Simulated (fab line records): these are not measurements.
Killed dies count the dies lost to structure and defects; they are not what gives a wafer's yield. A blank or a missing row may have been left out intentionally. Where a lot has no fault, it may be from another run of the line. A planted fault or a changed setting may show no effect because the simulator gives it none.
Which tool is to blame? -- flow gf180mcu -- Sampling: 14 lots, 42 wafers, 2 of 602 route steps

WHAT THE GAUGES SHOWED, per wafer
GF_VT_IMPLANT_TW_MEAS_32.
lot,measured,on,VT_IMPLANT_3_TW
L148,day 6 22:43,film-metro-04,266.8 268.1 267.2
L151,day 7 16:18,film-metro-04,267.9 268.1 269.0
L152,day 8 00:17,film-metro-02,265.4 266.0 263.9
L153,day 8 07:38,film-metro-02,263.0 264.5 263.2
L155,day 8 20:37,film-metro-01,266.2 267.0 267.7
L159,day 9 22:26,film-metro-01,268.6 267.4 269.0
L160,day 10 04:53,film-metro-01,270.3 270.7 270.6
L161,day 10 08:53,film-metro-02,264.4 264.5 264.4
L162,day 10 16:46,film-metro-04,268.1 267.2 268.6
L163,day 11 01:43,film-metro-02,263.5 263.3 265.7
L164,day 11 06:04,film-metro-02,264.1 264.6 263.9
L165,day 11 12:14,film-metro-02,263.7 264.4 264.7
L166,day 11 19:45,film-metro-04,268.7 267.2 268.0
L171,day 13 10:52,film-metro-04,269.2 268.5 268.8

WHAT TOOL EACH LOT RAN ON (gives the tool, then ch and the chambers of the sampled wafers, and finally the start)
lot,GF_LVPWELL_IMPLANT_08
L148,"implanter-01 ch 0, day 3 20:28"
L151,"implanter-02 ch 0, day 4 12:49"
L152,"implanter-02 ch 0, day 4 18:59"
L153,"implanter-01 ch 0, day 5 00:11"
L155,"implanter-01 ch 0, day 5 13:49"
L159,"implanter-01 ch 0, day 6 10:23"
L160,"implanter-02 ch 0, day 6 16:28"
L161,"implanter-04 ch 0, day 6 22:14"
L162,"implanter-04 ch 0, day 7 03:07"
L163,"implanter-01 ch 0, day 7 09:53"
L164,"implanter-04 ch 0, day 7 14:47"
L165,"implanter-04 ch 0, day 7 20:04"
L166,"implanter-01 ch 0, day 8 01:01"
L171,"implanter-02 ch 0, day 9 12:31"
- GF_LVPWELL_IMPLANT_08

WHAT THE TOOLS THEMSELVES READ (means of the sampled wafers that have a number; where no wafer has one, the mark that the record gives instead)
GF_LVPWELL_IMPLANT_08.
lot,tool,beam-energy-keV,dose-ions-cm2
L148,implanter-01,169.97,1.5013e+13
L151,implanter-02,169.93,1.5009e+13
L152,implanter-02,170.03,1.5004e+13
L153,implanter-01,169.92,1.5008e+13
L155,implanter-01,170.04,1.5018e+13
L159,implanter-01,169.97,1.4996e+13
L160,implanter-02,170.02,1.4988e+13
L161,implanter-04,169.97,1.5004e+13
L162,implanter-04,170.03,1.5014e+13
L163,implanter-01,169.97,1.5000e+13
L164,implanter-04,166.14,1.4986e+13
L165,implanter-04,165.95,1.4982e+13
L166,implanter-01,170.02,1.4988e+13
L171,implanter-02,170.02,1.4986e+13

THE ANSWER, worked out from the rows above alone
Rule: the lots themselves supply what counts as usual. The widest of any qualifying gaps counts: lots, ordered by their means at a reading, are off when they make up no more than a third of the lots, leave a main group of 4 or more, and stand apart from it by 3 or more times the standard deviation of that group's means. A main group whose means are all the same, to the digits that the tables above print for the reading, isn't used. A lot without any number at a reading at which 4 lots or more have one is off too. Any other lot the step has rows for is counted as sound. After the gauges, taken in route order, come the tools' own readings; for these a lot's mean is taken, as printed above. At the first step where some lot is off, the reading lying furthest off is the one used; lots without a number count as furthest.
Off: L164, L165 (GF_LVPWELL_IMPLANT_08, beam-energy-keV). The main group has a mean of 169.99 with a standard deviation of 0.039.
A tool fits if, at that step or a process step before it, it ran every lot that is off, and no sound lot after the first of them. One candidate fits, namely implanter-04 at GF_LVPWELL_IMPLANT_08. Its last sound lot is L162 (day 7 03:07), its first lot that is off L164 (day 7 14:47): a fault that began between those two fits.
The tool's own readings at GF_LVPWELL_IMPLANT_08 bear it out: on the lots that are off they differ by more than 5 times the standard deviation of the sound lots' means. beam-energy-keV reads 166.04 there against 169.99 on the sound lots.

WHAT WAS PUT IN BY THE SIMULATOR
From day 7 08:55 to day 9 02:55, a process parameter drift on implanter-04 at GF_LVPWELL_IMPLANT_08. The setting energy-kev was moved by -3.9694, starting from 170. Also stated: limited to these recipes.
Struck lots among those shown: L164, L165. The rule given above showed the same thing.
